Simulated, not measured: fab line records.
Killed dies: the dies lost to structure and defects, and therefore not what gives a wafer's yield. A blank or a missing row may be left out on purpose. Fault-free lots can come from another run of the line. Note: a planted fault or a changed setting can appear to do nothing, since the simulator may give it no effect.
Which tool did it? || flow sky130 || 12 lots, 36 wafers sampled, at 5 steps of a route of 708

## WHAT THE GAUGES SHOWED, per wafer
SKY_LDD_HVN_OVL_MEAS_07. Usual: for LDD_HVN_OVL the level is 0.0 nm and the standard deviation is 1.3.
{"lot": "L588", "measured": "day 20 03:59", "on": "overlay-01", "LDD_HVN_OVL (nm)": "-1.1 -0.5 2.5", "flag": ""}
{"lot": "L589", "measured": "day 20 04:54", "on": "overlay-02", "LDD_HVN_OVL (nm)": "0.1 0.6 -0.4", "flag": ""}
{"lot": "L590", "measured": "day 20 06:49", "on": "overlay-01", "LDD_HVN_OVL (nm)": "0.8 1.7 1.5", "flag": ""}
{"lot": "L593", "measured": "day 21 21:19", "on": "overlay-01", "LDD_HVN_OVL (nm)": "-1.7 0.8 0.3", "flag": ""}
{"lot": "L595", "measured": "day 22 05:45", "on": "overlay-01", "LDD_HVN_OVL (nm)": "-0.8 -0.9 -0.6", "flag": ""}
{"lot": "L596", "measured": "day 22 21:00", "on": "overlay-02", "LDD_HVN_OVL (nm)": "-2.7 -0.6 -0.1", "flag": ""}
{"lot": "L599", "measured": "day 24 11:29", "on": "overlay-02", "LDD_HVN_OVL (nm)": "-1.2 -1.8 0.3", "flag": ""}
{"lot": "L600", "measured": "day 26 17:21", "on": "overlay-02", "LDD_HVN_OVL (nm)": "0.2 0.1 -0.1", "flag": ""}
{"lot": "L602", "measured": "day 27 00:09", "on": "overlay-02", "LDD_HVN_OVL (nm)": "0.2 -0.6 1.9", "flag": ""}
{"lot": "L606", "measured": "day 27 09:18", "on": "overlay-01", "LDD_HVN_OVL (nm)": "-0.4 -1.3 -0.8", "flag": ""}
{"lot": "L607", "measured": "day 27 11:11", "on": "overlay-01", "LDD_HVN_OVL (nm)": "-1.6 -0.7 -0.2", "flag": ""}
{"lot": "L611", "measured": "day 28 14:19", "on": "overlay-01", "LDD_HVN_OVL (nm)": "0.0 0.1 -1.1", "flag": ""}

SKY_SD_N_CD_MEAS_07: target cd 380 nm. Usual: 379.8 nm for cdNm, sd 2.4.
{"lot": "L588", "measured": "day 27 18:33", "on": "cdSem-02", "cdNm (nm)": "377.5 376.7 378.0", "flag": ""}
{"lot": "L589", "measured": "day 27 21:01", "on": "cdSem-01", "cdNm (nm)": "381.5 381.4 382.5", "flag": ""}
{"lot": "L590", "measured": "day 27 23:44", "on": "cdSem-02", "cdNm (nm)": "379.4 379.4 380.4", "flag": ""}
{"lot": "L593", "measured": "day 29 07:48", "on": "cdSem-01", "cdNm (nm)": "374.7 378.5 376.1", "flag": ""}
{"lot": "L595", "measured": "day 29 17:20", "on": "cdSem-01", "cdNm (nm)": "377.2 378.8 377.1", "flag": ""}
{"lot": "L596", "measured": "day 30 07:40", "on": "cdSem-01", "cdNm (nm)": "378.4 378.3 379.5", "flag": ""}
{"lot": "L599", "measured": "day 31 17:28", "on": "cdSem-01", "cdNm (nm)": "376.1 376.2 374.5", "flag": ""}
{"lot": "L600", "measured": "day 33 18:47", "on": "cdSem-01", "cdNm (nm)": "380.0 382.7 378.6", "flag": ""}
{"lot": "L602", "measured": "day 34 01:51", "on": "cdSem-02", "cdNm (nm)": "379.5 379.2 379.8", "flag": ""}
{"lot": "L606", "measured": "day 34 10:35", "on": "cdSem-02", "cdNm (nm)": "382.8 383.4 381.8", "flag": ""}
{"lot": "L607", "measured": "day 34 11:50", "on": "cdSem-01", "cdNm (nm)": "385.9 382.3 382.3", "flag": ""}
{"lot": "L611", "measured": "day 35 12:52", "on": "cdSem-02", "cdNm (nm)": "380.4 378.9 379.9", "flag": ""}

## TOOL THAT RAN EACH LOT (tool first, then ch and the chambers of the sampled wafers, then the start)
{"lot": "L588", "SKY_SD_P_IMPLANT_09": "implanter-03 ch 0, day 25 07:01", "SKY_SD_P_STRIP_10": "plasmaAsher-01 ch 0,1, day 25 07:10", "SKY_RES_XHIGH_STRIP_08": "plasmaAsher-02 ch 1, day 26 13:03"}
{"lot": "L589", "SKY_SD_P_IMPLANT_09": "implanter-02 ch 0, day 25 08:52", "SKY_SD_P_STRIP_10": "plasmaAsher-02 ch 0,1, day 25 08:59", "SKY_RES_XHIGH_STRIP_08": "plasmaAsher-03 ch 0,1, day 26 15:23"}
{"lot": "L590", "SKY_SD_P_IMPLANT_09": "implanter-01 ch 0, day 25 10:43", "SKY_SD_P_STRIP_10": "plasmaAsher-01 ch 0,1, day 25 10:50", "SKY_RES_XHIGH_STRIP_08": "plasmaAsher-02 ch 0,1, day 26 17:14"}
{"lot": "L593", "SKY_SD_P_IMPLANT_09": "implanter-03 ch 0, day 26 22:56", "SKY_SD_P_STRIP_10": "plasmaAsher-02 ch 0,1, day 26 23:04", "SKY_RES_XHIGH_STRIP_08": "plasmaAsher-01 ch 0,1, day 28 03:57"}
{"lot": "L595", "SKY_SD_P_IMPLANT_09": "implanter-03 ch 0, day 27 07:59", "SKY_SD_P_STRIP_10": "plasmaAsher-02 ch 0,1, day 27 08:08", "SKY_RES_XHIGH_STRIP_08": "plasmaAsher-02 ch 0,1, day 28 13:26"}
{"lot": "L596", "SKY_SD_P_IMPLANT_09": "implanter-01 ch 0, day 27 23:59", "SKY_SD_P_STRIP_10": "plasmaAsher-04 ch 0,1, day 28 00:08", "SKY_RES_XHIGH_STRIP_08": "plasmaAsher-02 ch 0,1, day 29 03:48"}
{"lot": "L599", "SKY_SD_P_IMPLANT_09": "implanter-01 ch 0, day 29 09:32", "SKY_SD_P_STRIP_10": "plasmaAsher-02 ch 0,1, day 29 09:40", "SKY_RES_XHIGH_STRIP_08": "plasmaAsher-02 ch 0,1, day 30 13:39"}
{"lot": "L600", "SKY_SD_P_IMPLANT_09": "implanter-01 ch 0, day 31 13:28", "SKY_SD_P_STRIP_10": "plasmaAsher-04 ch 0,1, day 31 13:37", "SKY_RES_XHIGH_STRIP_08": "plasmaAsher-01 ch 0,1, day 32 16:17"}
{"lot": "L602", "SKY_SD_P_IMPLANT_09": "implanter-02 ch 0, day 31 19:29", "SKY_SD_P_STRIP_10": "plasmaAsher-01 ch 0,1, day 31 19:38", "SKY_RES_XHIGH_STRIP_08": "plasmaAsher-03 ch 0, day 32 22:57"}
{"lot": "L606", "SKY_SD_P_IMPLANT_09": "implanter-03 ch 0, day 32 05:10", "SKY_SD_P_STRIP_10": "plasmaAsher-02 ch 0,1, day 32 05:19", "SKY_RES_XHIGH_STRIP_08": "plasmaAsher-02 ch 0,1, day 33 07:50"}
{"lot": "L607", "SKY_SD_P_IMPLANT_09": "implanter-02 ch 0, day 32 05:32", "SKY_SD_P_STRIP_10": "plasmaAsher-02 ch 0, day 32 05:41", "SKY_RES_XHIGH_STRIP_08": "plasmaAsher-03 ch 0, day 33 08:18"}
{"lot": "L611", "SKY_SD_P_IMPLANT_09": "implanter-03 ch 0, day 33 07:04", "SKY_SD_P_STRIP_10": "plasmaAsher-04 ch 0,1, day 33 07:11", "SKY_RES_XHIGH_STRIP_08": "plasmaAsher-02 ch 0,1, day 34 09:44"}
- SKY_SD_P_IMPLANT_09
- SKY_SD_P_STRIP_10: strips in O2/N2.
- SKY_RES_XHIGH_STRIP_08: strips in O2/N2.

## AS READ BY THE TOOLS THEMSELVES (means over the sampled wafers that have a number; for cases with no such wafer, the mark the record gives instead)
SKY_SD_P_IMPLANT_09. Usual: beamOnS 14.2 s, standard deviation 1.2; tiltDeg -0.003 degrees, standard deviation 0.022.
{"lot": "L588", "tool": "implanter-03", "beamOnS (s)": 13.1, "tiltDeg (degrees)": -0.008, "flag": ""}
{"lot": "L589", "tool": "implanter-02", "beamOnS (s)": 15.6, "tiltDeg (degrees)": -0.009, "flag": ""}
{"lot": "L590", "tool": "implanter-01", "beamOnS (s)": 13.6, "tiltDeg (degrees)": 0.017, "flag": ""}
{"lot": "L593", "tool": "implanter-03", "beamOnS (s)": 13.2, "tiltDeg (degrees)": -0.027, "flag": ""}
{"lot": "L595", "tool": "implanter-03", "beamOnS (s)": 13.0, "tiltDeg (degrees)": -0.019, "flag": ""}
{"lot": "L596", "tool": "implanter-01", "beamOnS (s)": 13.6, "tiltDeg (degrees)": -0.003, "flag": ""}
{"lot": "L599", "tool": "implanter-01", "beamOnS (s)": 13.8, "tiltDeg (degrees)": -0.019, "flag": ""}
{"lot": "L600", "tool": "implanter-01", "beamOnS (s)": 13.6, "tiltDeg (degrees)": 0.006, "flag": ""}
{"lot": "L602", "tool": "implanter-02", "beamOnS (s)": 15.7, "tiltDeg (degrees)": -0.033, "flag": ""}
{"lot": "L606", "tool": "implanter-03", "beamOnS (s)": 12.8, "tiltDeg (degrees)": -0.007, "flag": ""}
{"lot": "L607", "tool": "implanter-02", "beamOnS (s)": 15.6, "tiltDeg (degrees)": 0.037, "flag": ""}
{"lot": "L611", "tool": "implanter-03", "beamOnS (s)": 13.1, "tiltDeg (degrees)": -0.001, "flag": ""}

SKY_SD_P_STRIP_10. Usual: drypumpMotorCurrentA 6.1 A, standard deviation 0.48; oesProductAu 0.618 a.u., standard deviation 0.0043; stripTimeToEndpointS 17.50 s, standard deviation 0.037.
{"lot": "L588", "tool": "plasmaAsher-01", "drypumpMotorCurrentA (A)": 6.4, "oesProductAu (a.u.)": 0.614, "stripTimeToEndpointS (s)": 17.54, "flag": ""}
{"lot": "L589", "tool": "plasmaAsher-02", "drypumpMotorCurrentA (A)": 6.1, "oesProductAu (a.u.)": 0.612, "stripTimeToEndpointS (s)": 17.47, "flag": ""}
{"lot": "L590", "tool": "plasmaAsher-01", "drypumpMotorCurrentA (A)": 6.4, "oesProductAu (a.u.)": 0.624, "stripTimeToEndpointS (s)": 17.50, "flag": ""}
{"lot": "L593", "tool": "plasmaAsher-02", "drypumpMotorCurrentA (A)": 5.9, "oesProductAu (a.u.)": 0.617, "stripTimeToEndpointS (s)": 17.50, "flag": ""}
{"lot": "L595", "tool": "plasmaAsher-02", "drypumpMotorCurrentA (A)": 6.1, "oesProductAu (a.u.)": 0.622, "stripTimeToEndpointS (s)": 17.51, "flag": ""}
{"lot": "L596", "tool": "plasmaAsher-04", "drypumpMotorCurrentA (A)": 5.7, "oesProductAu (a.u.)": 0.616, "stripTimeToEndpointS (s)": 17.50, "flag": ""}
{"lot": "L599", "tool": "plasmaAsher-02", "drypumpMotorCurrentA (A)": 6.1, "oesProductAu (a.u.)": 0.615, "stripTimeToEndpointS (s)": 17.52, "flag": ""}
{"lot": "L600", "tool": "plasmaAsher-04", "drypumpMotorCurrentA (A)": 5.7, "oesProductAu (a.u.)": 0.619, "stripTimeToEndpointS (s)": 17.39, "flag": ""}
{"lot": "L602", "tool": "plasmaAsher-01", "drypumpMotorCurrentA (A)": 6.4, "oesProductAu (a.u.)": 0.617, "stripTimeToEndpointS (s)": 17.56, "flag": ""}
{"lot": "L606", "tool": "plasmaAsher-02", "drypumpMotorCurrentA (A)": 6.0, "oesProductAu (a.u.)": 0.622, "stripTimeToEndpointS (s)": 17.44, "flag": ""}
{"lot": "L607", "tool": "plasmaAsher-02", "drypumpMotorCurrentA (A)": 5.8, "oesProductAu (a.u.)": 0.620, "stripTimeToEndpointS (s)": 17.51, "flag": ""}
{"lot": "L611", "tool": "plasmaAsher-04", "drypumpMotorCurrentA (A)": 6.2, "oesProductAu (a.u.)": 0.621, "stripTimeToEndpointS (s)": 17.53, "flag": ""}

SKY_RES_XHIGH_STRIP_08. Usual: drypumpMotorCurrentA 6.07 A, standard deviation 0.24; oesProductAu 0.712 a.u., standard deviation 0.0046; stripTimeToEndpointS 14.28 s, standard deviation 0.041.
{"lot": "L588", "tool": "plasmaAsher-02", "drypumpMotorCurrentA (A)": 6.19, "oesProductAu (a.u.)": 0.710, "stripTimeToEndpointS (s)": 14.28, "flag": ""}
{"lot": "L589", "tool": "plasmaAsher-03", "drypumpMotorCurrentA (A)": 6.11, "oesProductAu (a.u.)": 0.714, "stripTimeToEndpointS (s)": 14.30, "flag": ""}
{"lot": "L590", "tool": "plasmaAsher-02", "drypumpMotorCurrentA (A)": 5.94, "oesProductAu (a.u.)": 0.712, "stripTimeToEndpointS (s)": 14.29, "flag": ""}
{"lot": "L593", "tool": "plasmaAsher-01", "drypumpMotorCurrentA (A)": 6.37, "oesProductAu (a.u.)": 0.711, "stripTimeToEndpointS (s)": 14.34, "flag": ""}
{"lot": "L595", "tool": "plasmaAsher-02", "drypumpMotorCurrentA (A)": 5.97, "oesProductAu (a.u.)": 0.707, "stripTimeToEndpointS (s)": 14.24, "flag": ""}
{"lot": "L596", "tool": "plasmaAsher-02", "drypumpMotorCurrentA (A)": 6.06, "oesProductAu (a.u.)": 0.711, "stripTimeToEndpointS (s)": 14.29, "flag": ""}
{"lot": "L599", "tool": "plasmaAsher-02", "drypumpMotorCurrentA (A)": 5.95, "oesProductAu (a.u.)": 0.710, "stripTimeToEndpointS (s)": 14.23, "flag": ""}
{"lot": "L600", "tool": "plasmaAsher-01", "drypumpMotorCurrentA (A)": 6.33, "oesProductAu (a.u.)": 0.713, "stripTimeToEndpointS (s)": 14.33, "flag": ""}
{"lot": "L602", "tool": "plasmaAsher-03", "drypumpMotorCurrentA (A)": 5.63, "oesProductAu (a.u.)": 0.716, "stripTimeToEndpointS (s)": 14.27, "flag": ""}
{"lot": "L606", "tool": "plasmaAsher-02", "drypumpMotorCurrentA (A)": 5.93, "oesProductAu (a.u.)": 0.714, "stripTimeToEndpointS (s)": 14.21, "flag": ""}
{"lot": "L607", "tool": "plasmaAsher-03", "drypumpMotorCurrentA (A)": 5.66, "oesProductAu (a.u.)": 0.714, "stripTimeToEndpointS (s)": 14.25, "flag": ""}
{"lot": "L611", "tool": "plasmaAsher-02", "drypumpMotorCurrentA (A)": 6.06, "oesProductAu (a.u.)": 0.710, "stripTimeToEndpointS (s)": 14.23, "flag": ""}

## THE ANSWER, worked out from the rows above alone
Rule: take the mean of a lot's wafers that have a number; if it is more than 3 standard deviations from the usual mean, the lot is off. A lot without any number at a reading at which 4 lots or more have one is off too. All remaining lots with rows at the step are treated as sound. The gauges are gone through in route order, then the tools' own readings, and for those a lot's mean is taken as printed above. The first step at which some lot is off is used, and at that step the reading that is off furthest; a lot without a number counts as furthest.
No lot is off at any reading shown: from this, nothing can be told.

## WHAT THE SIMULATOR HAD PUT IN
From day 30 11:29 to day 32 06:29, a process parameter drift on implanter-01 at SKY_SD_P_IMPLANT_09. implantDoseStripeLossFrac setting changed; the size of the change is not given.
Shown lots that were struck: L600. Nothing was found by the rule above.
